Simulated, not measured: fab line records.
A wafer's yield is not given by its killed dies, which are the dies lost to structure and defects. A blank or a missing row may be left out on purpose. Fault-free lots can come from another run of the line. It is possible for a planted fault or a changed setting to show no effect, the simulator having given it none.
Comparing a struck lot with a sound one -- flow gf180mcu -- 18 out of 602 route steps
Sound: wafers L914.2, L914.4, L914.5. Struck: wafers L924.4, L924.5, L924.6. At the end, the cause is stated.
For every step that has rows: the tool of each side, followed by ch and its chambers, followed by its first start. Under that, the readings that differ: sound wafers -- struck wafers -- difference of the means -- sigmas: that difference in standard deviations of wafers without a fault.
alike: a reading whose means differ by less than 2 such deviations, as well as words and numbers matching on both sides. not compared: withheld readings; readings where some wafer has no value; bounds like >300 that might hide an equal value; numbers whose values overlap and for which the record gives no deviation.
The two part at a step that has a row with sigmas, a row that says differs or no value, or rows on one side only. Non-overlapping numbers with no deviation appear without sigmas and do not part them. Lack of a reading on every wafer of one side parts them only where that side has two or more wafers.

first, 3 steps without rows for these wafers: GF_V3_EXPOSE_11 (exposes mask Via3, target cd 260 nm); GF_V3_PEB_12 (peb time 90 s); GF_V3_DEVELOP_13 (develop time 60 s).
GF_V3_CD_MEAS_14: the cd target is 260 nm.
  sound: cd-sem-02 at day 25 19:07; struck: cd-sem-02 at day 28 19:28
  alike: cd-nm
GF_V3_OVL_MEAS_15:
  sound: overlay-02 at day 25 19:13; struck: overlay-02 at day 28 19:33
  alike: V3_OVL
GF_V3_ETCH_16: etches BARC in N2/H2.
  sound on rie-diel-01 ch 0,1,3, day 25 19:15; struck on rie-diel-01 ch 2,3, day 28 19:34
  alike: drypump-motor-current-A, oes-product-au, throttle-valve-pct
GF_V3_ETCH_17: etches SiO2 in C4F8/O2/Ar, stops on TiN, target depth 635 nm.
  sound: rie-diel-01 ch 0,1,3; struck: rie-diel-01 ch 2,3
  alike: oes-product-au
then, 3 steps without rows for these wafers: GF_V3_STRIP_18 (strips in O2/N2); GF_V3_STRIP_19 (strips in post etch residue remover, time 1200 s); GF_V3_CLEAN_20 (cleans in DIW).
GF_V3_SPUTTER_21: material Ti, target thk 15 nm, time 80.02 s.
  sound: pvd-sputter-04 at day 25 19:55; struck: pvd-sputter-04 at day 28 20:14
  alike: throttle-valve-pct
GF_V3_SPUTTER_22: material TiN, target thk 10 nm, time 40 s.
  sound: pvd-sputter-04 at day 25 19:58; struck: pvd-sputter-04 at day 28 20:18
  alike: throttle-valve-pct
GF_V3_CVD_23: deposits W, target thk 350 nm, time 104.9 s.
  sound on cvd-w-01 ch 0,1, day 25 20:01; struck on cvd-w-01 ch 0,1, day 28 20:23
reading,sound,struck,difference,sigmas
susceptor-temp-C (C),400.01 399.80 399.44,442.77 443.22 442.92,+43.22,+99 or more
model.W_of_V3_CVD_23.thk-nm (nm),345.7 353.1 349,588.9 591.2 588.5,+240.3,
  alike: heater-power-outer-w, heater-power-w
GF_V3_RS_MEAS_24: the measuring method here is four-point-probe.
  sound: film-metro-01 at day 25 20:08; struck: film-metro-01 at day 28 20:31
reading,sound,struck,difference,sigmas
V3_W_RS (ohm/sq),0.331 0.324 0.328,0.194 0.193 0.194,-0.134,-43
GF_V3_THK_MEAS_25: measures by xrf.
  sound: film-metro-01 at day 25 20:15; struck: film-metro-01 at day 28 20:36
reading,sound,struck,difference,sigmas
V3_W_THK (nm),356 360 357,- - -,no value on the struck wafers,
GF_V3_CMP_26: polishes, stops on SiO2, t overpolish 15 s, target thk 0 nm.
  sound on cmp-01 ch 0,2,3, day 25 20:24; struck on cmp-02 ch 1,2,3, day 28 20:47
reading,sound,struck,difference,sigmas
time-to-endpoint-s (s),82.7 92.9 82.8,142.9 140.0 140.8,+55.1,+20
  alike: edge-zone-pressure-frac, motor-current-A, retaining-ring-pressure-frac
GF_M4_SPUTTER_00: material Ti, target thk 37.5 nm, time 150 s.
  sound: pvd-sputter-03 at day 25 20:36; struck: pvd-sputter-02 at day 28 20:56
  alike: throttle-valve-pct
-- the record jumps here: 5 days lie between the struck wafers' starts before and after (it left off in module M4 and takes up again in module PASSIVATION, whose first step shown is number 602 of the route) --
GF_PASSIVATION_PROBE_99:
  the record has rows for the struck wafers here (prober-02, day 34 05:53) and none for the sound ones

== WHERE THEY PART ==
Earliest at GF_V3_CVD_23; latest, in this record, at GF_PASSIVATION_PROBE_99.

WHY: the cause the simulator had injected
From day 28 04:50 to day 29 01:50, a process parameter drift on cvd-w-01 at GF_V3_CVD_23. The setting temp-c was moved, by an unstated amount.
